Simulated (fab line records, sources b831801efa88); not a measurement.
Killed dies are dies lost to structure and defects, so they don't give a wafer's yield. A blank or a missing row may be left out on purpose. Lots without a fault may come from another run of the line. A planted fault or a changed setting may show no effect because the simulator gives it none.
One fault seen from 2 desks | flow sky130 | each desk has only its own numbers; what lay behind them comes last

THE METROLOGY DESK
What the gauges read, lot by lot, whatever tool the lot ran on: means of the sampled wafers that have a number. A lot is out of limits, marked OUT, if its mean lies more than 4 standard deviations from the usual mean; the brackets give that distance.
Columns: A = VIA1_HDPCVD_THK at SKY_VIA1_THK_MEAS_01, usual 1031 nm; B = CAPM_CVD_00_THK at SKY_CAPM_THK_MEAS_01, usual 15.44 nm
lot  | first seen here | A    | B
L653 | day 32 17:38    | 1018 | 15.28
L654 | day 33 02:44    | 1034 | 15.51
L658 | day 34 07:45    | 1033 | 15.49
L656 | day 34 09:16    | 1032 | 15.35
L659 | day 34 12:15    | 1029 | 15.45
L660 | day 35 07:20    | 1020 | 14.42 (-5.1) OUT
L663 | day 35 23:59    | 1029 | 15.33
L664 | day 36 09:53    | 1029 | 14.57 (-4.3) OUT
L671 | day 38 11:36    | 1041 | 15.50
L672 | day 38 21:19    | 1031 | 15.53
L675 | day 39 07:50    | 1034 | 15.62
This desk's finding: out of limits on L660, L664; first on L660, day 38 20:18 (CAPM_CVD_00_THK at SKY_CAPM_THK_MEAS_01). In limits: L653, L654, L658, L656, L659, L663, L671, L672, L675.

THE TOOL OWNER'S DESK: pecvd-02
The tool's own readings at SKY_CAPM_CVD_00 (deposits SiO2, target thk 15.5 nm): means of the sampled wafers that have a number, for each lot that ran on this tool. A lot is out of limits, marked OUT, if its mean lies more than 4 standard deviations from the usual mean; the brackets give that distance.
Columns: A = heater_power_w at SKY_CAPM_CVD_00, usual 696 W; B = rf_fwd_power_W at SKY_CAPM_CVD_00, usual 442.1 W
lot  | first seen here | A   | B
L653 | day 36 07:20    | 794 | 443.1
L654 | day 36 14:44    | 712 | 442.2
L658 | day 37 19:43    | 723 | 440.9
L659 | day 37 22:44    | 830 | 440.2
L660 | day 38 20:16    | 704 | 368.1 (-30) OUT
L664 | day 39 18:52    | 879 | 367.8 (-30) OUT
This desk's finding: out of limits on L660, L664; first on L660, day 38 20:16 (rf_fwd_power_W at SKY_CAPM_CVD_00). In limits: L653, L654, L658, L659.

PUT TOGETHER
The tool owner's desk could have raised an alarm at day 38 20:16, on L660, L664.
The metrology desk could have raised an alarm at day 38 20:18, on L660, L664.
Of the lots named, all ran SKY_CAPM_CVD_00 on pecvd-02.

WHAT THE SIMULATOR HAD PUT IN
Process parameter drift: pecvd-02, from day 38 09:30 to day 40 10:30, at SKY_CAPM_CVD_00. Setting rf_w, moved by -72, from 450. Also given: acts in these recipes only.
Lots struck among those shown: L660, L664.
Hours from the fault's start to each desk's first reading out of limits: the tool owner's desk, 11; the metrology desk, 11.
